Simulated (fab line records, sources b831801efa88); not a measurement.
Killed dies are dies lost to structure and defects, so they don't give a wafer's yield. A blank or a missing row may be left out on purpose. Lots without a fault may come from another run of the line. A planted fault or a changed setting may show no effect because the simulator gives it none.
Tool commonality check | flow gf180mcu | 13 lots, 39 wafers sampled

WHY IT WAS OPENED
At GF_DNWELL_TW_MEAS_09 the reading DNWELL_TW is flagged on 3 of 13 lots. Wafers without a fault read 1349, standard deviation 10.
Rule: a lot is flagged when every wafer of it that has a number lies more than 4 standard deviations from that mean, or none has a number. The other lots count as sound.

lot  | measured    | on            | DNWELL_TW, wafer by wafer | flag
L178 | day 2 19:49 | film_metro-01 | 1353 1361 1364            |
L179 | day 3 00:24 | film_metro-03 | 1352 1358 1358            |
L180 | day 3 05:18 | film_metro-02 | 1345 1335 1340            |
L181 | day 3 12:47 | film_metro-02 | 1333 1337 1339            |
L184 | day 4 02:19 | film_metro-03 | 1354 1345 1343            |
L187 | day 4 18:53 | film_metro-02 | 1370 1371 1369            |
L188 | day 4 23:49 | film_metro-03 | 1345 1352 1343            |
L189 | day 5 04:15 | film_metro-03 | 1351 1351 1351            |
L190 | day 5 10:41 | film_metro-01 | 1367 1365 1364            |
L191 | day 5 16:01 | film_metro-03 | 1359 1361 1358            |
L198 | day 7 04:04 | film_metro-01 | 2548 2547 2552            | FLAGGED
L199 | day 7 09:33 | film_metro-01 | 2537 2537 2562            | FLAGGED
L200 | day 7 16:54 | film_metro-03 | 2514 2529 2520            | FLAGGED
The numbers of the flagged lots are 2538 on average: +1189 against the usual, or +99 or more standard deviations.

WHICH TOOL RAN EACH LOT
The record holds 2 process steps before the reading, out of a route of 602 steps. In each cell: the tool, then ch and the chambers that the sampled wafers went through, then the start.
lot  | flag    | GF_STI_ETCH_14                  | GF_DNWELL_IMPLANT_07
L178 |         | rie_si-01 ch 0,1,2, day 2 02:36 | implanter-04 ch 0, day 2 19:34
L179 |         | rie_si-01 ch 0,3, day 2 08:00   | implanter-04 ch 0, day 3 00:09
L180 |         | rie_si-02 ch 0,1,3, day 2 11:36 | implanter-04 ch 0, day 3 05:03
L181 |         | rie_si-01 ch 0,1,2, day 2 18:22 | implanter-03 ch 0, day 3 12:32
L184 |         | rie_si-01 ch 0,2,3, day 3 08:36 | implanter-03 ch 0, day 4 02:04
L187 |         | rie_si-02 ch 1,2, day 4 00:22   | implanter-02 ch 0, day 4 18:38
L188 |         | rie_si-02 ch 0,1, day 4 05:18   | implanter-03 ch 0, day 4 23:34
L189 |         | rie_si-01 ch 0,1,3, day 4 09:39 | implanter-03 ch 0, day 5 04:00
L190 |         | rie_si-01 ch 0,1, day 4 14:36   | implanter-03 ch 0, day 5 10:26
L191 |         | rie_si-01 ch 0,1,2, day 4 20:33 | implanter-04 ch 0, day 5 15:46
L198 | FLAGGED | rie_si-01 ch 0,1,3, day 6 07:57 | implanter-03 ch 0, day 7 03:50
L199 | FLAGGED | rie_si-01 ch 1,2,3, day 6 13:42 | implanter-03 ch 0, day 7 09:18
L200 | FLAGGED | rie_si-02 ch 0,1,2, day 6 19:27 | implanter-02 ch 0, day 7 16:39
What these steps do:
- GF_STI_ETCH_14: etches Si in HBr/Cl2/O2, target depth 360 nm, time 102.9 s.
- GF_DNWELL_IMPLANT_07
- GF_DNWELL_TW_MEAS_09

FLAGGED OVER TOTAL, TOOL BY TOOL (the gauges that took the reading come last)
step                 | tool          | lots run | flagged | share of the flagged lots | sound lots run after its first flagged lot
GF_STI_ETCH_14       | rie_si-01     | 9        | 2       | some                      | 0
GF_STI_ETCH_14       | rie_si-02     | 4        | 1       | some                      | 0
GF_DNWELL_IMPLANT_07 | implanter-02  | 2        | 1       | some                      | 0
GF_DNWELL_IMPLANT_07 | implanter-03  | 7        | 2       | some                      | 0
GF_DNWELL_IMPLANT_07 | implanter-04  | 4        | 0       | none                      | -
GF_DNWELL_TW_MEAS_09 | film_metro-01 | 4        | 2       | some                      | 0
GF_DNWELL_TW_MEAS_09 | film_metro-02 | 3        | 0       | none                      | -
GF_DNWELL_TW_MEAS_09 | film_metro-03 | 6        | 1       | some                      | 0

WHAT THE TABLE ALLOWS
No row of the table ran every flagged lot.

WHAT THE SIMULATOR HAD PUT IN
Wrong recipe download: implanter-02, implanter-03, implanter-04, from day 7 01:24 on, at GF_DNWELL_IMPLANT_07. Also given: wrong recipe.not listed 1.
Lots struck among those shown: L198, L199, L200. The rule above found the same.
